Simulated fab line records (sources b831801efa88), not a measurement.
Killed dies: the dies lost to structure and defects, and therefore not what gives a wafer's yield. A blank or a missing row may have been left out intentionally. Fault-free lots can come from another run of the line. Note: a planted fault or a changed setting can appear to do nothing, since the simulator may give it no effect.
The tool behind it: which one? -- flow sky130 -- 14 lots, 40 wafers sampled, at 3 steps of a route of 708

== WHAT EACH GAUGE READ, for each wafer ==
No reading from a measuring or inspecting step in the record can be judged against a usual standard deviation.

== WHICH TOOL RAN EACH LOT (tool, then ch and the chambers of the sampled wafers, then the start) ==
lot,SKY_VIA1_ETCH_15,SKY_VIA4_CMP_21,SKY_PAD_OPEN_PROBE_99
L738,"rieDiel-01 ch 0,2,3, day 34 12:44","cmp-02 ch 2,3, day 43 11:50","prober-02, day 46 09:16"
L739,"rieDiel-02 ch 0,1, day 34 22:52","cmp-01 ch 0,2,3, day 43 19:32","prober-01, day 46 16:58"
L742,"rieDiel-03 ch 2,3, day 35 11:26","cmp-01 ch 0,1,3, day 44 07:16","prober-02, day 47 04:33"
L743,"rieDiel-03 ch 1,3, day 35 22:40","cmp-01 ch 1,2, day 44 14:32","prober-01, day 47 10:40"
L744,"rieDiel-02 ch 1,2, day 36 04:34","cmp-01 ch 1,2, day 44 20:59","prober-02, day 47 15:14"
L745,"rieDiel-02 ch 0,1,2, day 36 11:04","cmp-01 ch 2,3, day 45 02:54","prober-01, day 47 22:46"
L753,"rieDiel-01 ch 2,3, day 38 17:51","cmp-02 ch 0,1,3, day 47 02:02","prober-01, day 49 14:23"
L754,"rieDiel-03 ch 0,1,2, day 39 00:21","cmp-02 ch 1,2,3, day 47 06:50","prober-02, day 49 19:07"
L755,"rieDiel-01 ch 0,2, day 39 05:55","cmp-02 ch 0,3, day 47 11:26","prober-01, day 49 23:42"
L756,"rieDiel-01 ch 0,1,3, day 39 18:54","cmp-02 ch 0,3, day 47 21:11","prober-02, day 50 05:59"
L757,"rieDiel-03 ch 0,1, day 39 22:18","cmp-01 ch 0,2,3, day 47 23:24","prober-01, day 50 08:50"
L759,"rieDiel-01 ch 0,1,2, day 40 16:53","cmp-02 ch 0,2, day 48 15:07","prober-01, day 50 21:48"
L760,"rieDiel-03 ch 0,1,3, day 40 19:35","cmp-02 ch 1,2,3, day 48 15:32","prober-02, day 50 22:57"
L761,"rieDiel-02 ch 1,3, day 41 00:07","cmp-01 ch 0,2,3, day 48 19:59","prober-01, day 51 01:53"
- SKY_VIA1_ETCH_15: etches SiO2 in C4F8/O2/Ar, stops on TiN, target depth 351 nm, time 54 s.
- SKY_VIA4_CMP_21: polishes, stops on SiO2, t overpolish 25 s, target thk 0 nm.
- SKY_PAD_OPEN_PROBE_99

== WHAT THE TOOLS THEMSELVES READ (means of the sampled wafers that have a number; where no wafer has one, the mark that the record gives instead) ==
SKY_VIA1_ETCH_15. Usual: oesProductAu 0.981 a.u., standard deviation 0.0058.
lot,tool,oesProductAu (a.u.),flag
L738,rieDiel-01,0.981,
L739,rieDiel-02,0.981,
L742,rieDiel-03,0.965,
L743,rieDiel-03,0.975,
L744,rieDiel-02,0.978,
L745,rieDiel-02,0.984,
L753,rieDiel-01,0.982,
L754,rieDiel-03,0.981,
L755,rieDiel-01,0.985,
L756,rieDiel-01,0.986,
L757,rieDiel-03,0.982,
L759,rieDiel-01,0.985,
L760,rieDiel-03,0.978,
L761,rieDiel-02,0.987,

SKY_VIA4_CMP_21. Usual: motorCurrentA 11.2 A, standard deviation 1.1; overpolishRunS 25.000 s, standard deviation 0.0099; platenRpm 60.00 rpm, standard deviation 0.044; timeToEndpointS 125 s, standard deviation 7.2.
lot,tool,motorCurrentA (A),overpolishRunS (s),platenRpm (rpm),timeToEndpointS (s),flag
L738,cmp-02,9.4,25.003,60.01,139,
L739,cmp-01,12.0,24.997,60.00,127,
L742,cmp-01,12.1,25.000,60.03,125,
L743,cmp-01,11.2,12.516,60.02,160,OFF
L744,cmp-01,11.3,12.524,59.94,160,OFF
L745,cmp-01,11.4,16.675,60.02,150,OFF
L753,cmp-02,10.8,25.009,60.01,116,
L754,cmp-02,10.0,24.997,59.98,124,
L755,cmp-02,11.3,24.998,59.97,117,
L756,cmp-02,11.1,24.998,60.00,117,
L757,cmp-01,12.0,25.005,60.01,130,
L759,cmp-02,11.5,25.010,60.01,116,
L760,cmp-02,9.9,25.004,60.02,125,
L761,cmp-01,11.8,24.994,59.97,127,

SKY_PAD_OPEN_PROBE_99. Usual: defectLimitedYield 82.4 %, standard deviation 2; killed_at_M0_to_M3 43, standard deviation 6.7; killed_at_M4_up 3.2, standard deviation 2.1; killedAtContacts 25, standard deviation 5.9; killedAtFrontEnd 16, standard deviation 4.7; killedAtOther 0.3, standard deviation 0.54; killedDies 87, standard deviation 9.8; killedOnRim 17, standard deviation 3.7; killedOpen 47, standard deviation 6.7; killedShort 40, standard deviation 6.5; sort_bin_3_pad_short 0.9 %, standard deviation 0.45; sort_bin_5_function 10.5 %, standard deviation 1.5; sort_bin_6_memory 6.2 %, standard deviation 1.2; sortNPass 405, standard deviation 9.8; sortYieldPct 82.4 %, standard deviation 2.
lot,tool,defectLimitedYield (%),killed_at_M0_to_M3,killed_at_M4_up,killedAtContacts,killedAtFrontEnd,killedAtOther,killedDies,killedOnRim,killedOpen,killedShort,sort_bin_3_pad_short (%),sort_bin_5_function (%),sort_bin_6_memory (%),sortNPass,sortYieldPct (%),flag
L738,prober-02,82.1,46,3.3,25,14,0.0,88,17,49,39,0.6,10.7,6.6,404,82.1,
L739,prober-01,80.6,47,3.0,26,20,0.0,96,19,53,43,1.0,11.1,7.4,396,80.6,
L742,prober-02,82.3,43,2.0,28,14,0.3,87,16,48,39,0.5,10.8,6.4,405,82.3,
L743,prober-01,40.2,39,214.0,26,14,1.5,294,58,43,40,43.8,10.6,5.3,198,40.2,OFF
L744,prober-02,41.8,42,209.0,24,11,0.0,286,56,43,37,42.2,10.1,5.9,206,41.8,OFF
L745,prober-01,53.7,37,144.7,27,18,0.0,228,46,45,43,29.3,11.0,6.0,264,53.7,OFF
L753,prober-01,82.1,44,3.7,27,13,0.0,88,16,49,39,1.3,10.9,5.7,404,82.1,
L754,prober-02,82.9,46,2.7,19,16,0.3,84,16,45,39,0.7,10.7,5.7,408,82.9,
L755,prober-01,81.2,45,3.0,28,16,0.0,92,18,50,42,0.8,11.4,6.6,400,81.2,
L756,prober-02,81.8,47,2.3,21,19,0.0,89,18,44,44,0.7,10.2,7.2,403,81.8,
L757,prober-01,82.3,42,3.7,28,14,0.3,87,15,53,34,0.9,10.9,5.9,405,82.3,
L759,prober-01,84.1,44,2.7,16,13,1.3,78,15,39,39,1.3,9.4,5.1,414,84.1,
L760,prober-02,83.8,40,2.3,19,18,0.0,80,13,39,39,0.8,9.4,6.0,412,83.8,
L761,prober-01,82.3,46,2.3,27,12,0.0,87,18,51,36,0.8,11.8,5.1,405,82.3,

== THE ANSWER, worked out from the rows above alone ==
Rule: a lot counts as off when the mean over its wafers that have a number is more than 3 standard deviations away from the usual mean. A lot without any number at a reading at which 4 lots or more have one is off too. Where the step has rows for the other lots, those lots are counted as sound. The gauges are gone through in route order, then the tools' own readings, and for those a lot's mean is taken as printed above. At the first step where some lot is off, the reading lying furthest off is the one used; lots without a number count as furthest.
Off, at SKY_VIA4_CMP_21 on overpolishRunS: L743, L744, L745.
If a tool, at that step or one of the process steps before it, ran each lot that is off and ran no sound lot following the first of them, it fits. Not one of the candidates tried fits.

== WHAT WAS PUT IN BY THE SIMULATOR ==
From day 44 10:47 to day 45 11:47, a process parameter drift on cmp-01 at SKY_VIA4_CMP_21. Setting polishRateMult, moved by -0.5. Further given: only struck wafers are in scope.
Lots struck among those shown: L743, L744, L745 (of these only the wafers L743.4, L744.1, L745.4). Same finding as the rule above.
